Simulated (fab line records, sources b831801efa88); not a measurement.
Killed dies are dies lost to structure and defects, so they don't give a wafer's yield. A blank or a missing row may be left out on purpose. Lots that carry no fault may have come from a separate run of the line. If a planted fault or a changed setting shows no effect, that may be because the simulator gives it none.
Struck lot and sound lot, side by side ; flow gf180mcu ; 16 steps out of a route of 602
Sound: these wafers, L974.2, L974.4, L974.5. Struck: wafer L985.2 (left out: L985.1, L985.3 of the same lot, which were not struck); the cause appears at the end.
Order at every step that has rows: each side's tool, ch and its chambers, its first start. Under that, the readings that differ: sound wafers ; struck wafers ; difference of the means ; sigmas: that difference in standard deviations of wafers without a fault.
alike: readings whose means differ by less than 2 such deviations, and words and numbers that are the same on both sides. not compared: withheld readings, readings that some wafer has no value for, bounds like >300 that may hide the same value, and numbers for which the record gives no deviation and whose values overlap.
The two part at a step that has a row with sigmas, a row that says differs or no value, or rows on one side only. Non-overlapping numbers with no deviation appear without sigmas and do not part them. Lack of a reading on every wafer of one side parts them only where that side has two or more wafers.

GF_M2_SPUTTER_04: material TiN, target thk 50 nm, time 41.7 s.
  sound: pvd_sputter-02 at day 19 03:58; struck: pvd_sputter-03 at day 23 13:24
  alike: chamber_pressure_pa, throttle_valve_pct
GF_M2_RS_MEAS_05: measurement is done with a four-point probe.
  sound: film_metro-03 at day 19 04:01; struck: film_metro-04 at day 23 13:26
  alike: M2_ALCU_RS
GF_M2_THK_MEAS_06: measures by xrf.
  sound: film_metro-03 at day 19 04:08; struck: film_metro-04 at day 23 13:34
  alike: M2_ALCU_THK
then, 7 steps without rows for these wafers: GF_M2_DEHYDRATE_07 (time 60 s); GF_M2_HMDS_08 (prime time 60 s); GF_M2_COAT_09 (resist thk 1000 nm); GF_M2_SOFTBAKE_10 (time 60 s); GF_M2_EXPOSE_11 (exposes mask Metal2, target cd 280 nm); GF_M2_PEB_12 (peb time 90 s); GF_M2_DEVELOP_13 (develop time 60 s).
GF_M2_CD_MEAS_14: target cd 280 nm.
  sound: cd_sem-02 at day 20 04:35; struck: cd_sem-01 at day 24 11:28
  alike: cd_nm
GF_M2_OVL_MEAS_15:
  sound: overlay-01 at day 20 04:41; struck: overlay-01 at day 24 11:35
reading;sound;struck;difference;sigmas
M2_OVL (nm);7 10 10;-2;-11;-2
GF_M2_METAL_ETCH_16: etches the open film in Cl2/BCl3, stops on SiO2, target depth 750.8 nm, time 125.1 s.
  sound on rie_metal-01 ch 0,1, day 20 04:43; struck on rie_metal-02 ch 0, day 24 11:37
reading;sound;struck;difference;sigmas
run_length_s (s);153.0 153.9 153.7;148.3;-5.2;-13
model.KrF_of_M2_COAT_09.thk_nm (nm);684.2 682.7 685.2;700.7;+16.7;
  alike: drypump_motor_current_A, oes_product_au, throttle_valve_pct
  not compared: rf_fwd_power_W, rf_hours_counter_h
GF_M2_STRIP_17: strips in O2/N2.
  sound on plasma_asher-01 ch 0,1, day 20 04:50; struck on plasma_asher-03 ch 1, day 24 11:44
reading;sound;struck;difference;sigmas
heater_power_w (W);299 327 326;376;+59;+2
oes_product_au (a.u.);0.530 0.540 0.537;0.546;+0.010;+3
strip_time_to_endpoint_s (s);7.373 7.365 7.382;7.530;+0.157;+5
  alike: drypump_motor_current_A, n2_flow_sccm
  not compared: rf_hours_counter_h
then, 2 steps without rows for these wafers: GF_M2_STRIP_18 (strips in post etch residue remover, time 1200 s); GF_PASSIVATION_PROBE_99.

WHERE THEY PART
Earliest at GF_M2_OVL_MEAS_15; latest, in this record, at GF_M2_STRIP_17.

WHY: what had been put in by the simulator
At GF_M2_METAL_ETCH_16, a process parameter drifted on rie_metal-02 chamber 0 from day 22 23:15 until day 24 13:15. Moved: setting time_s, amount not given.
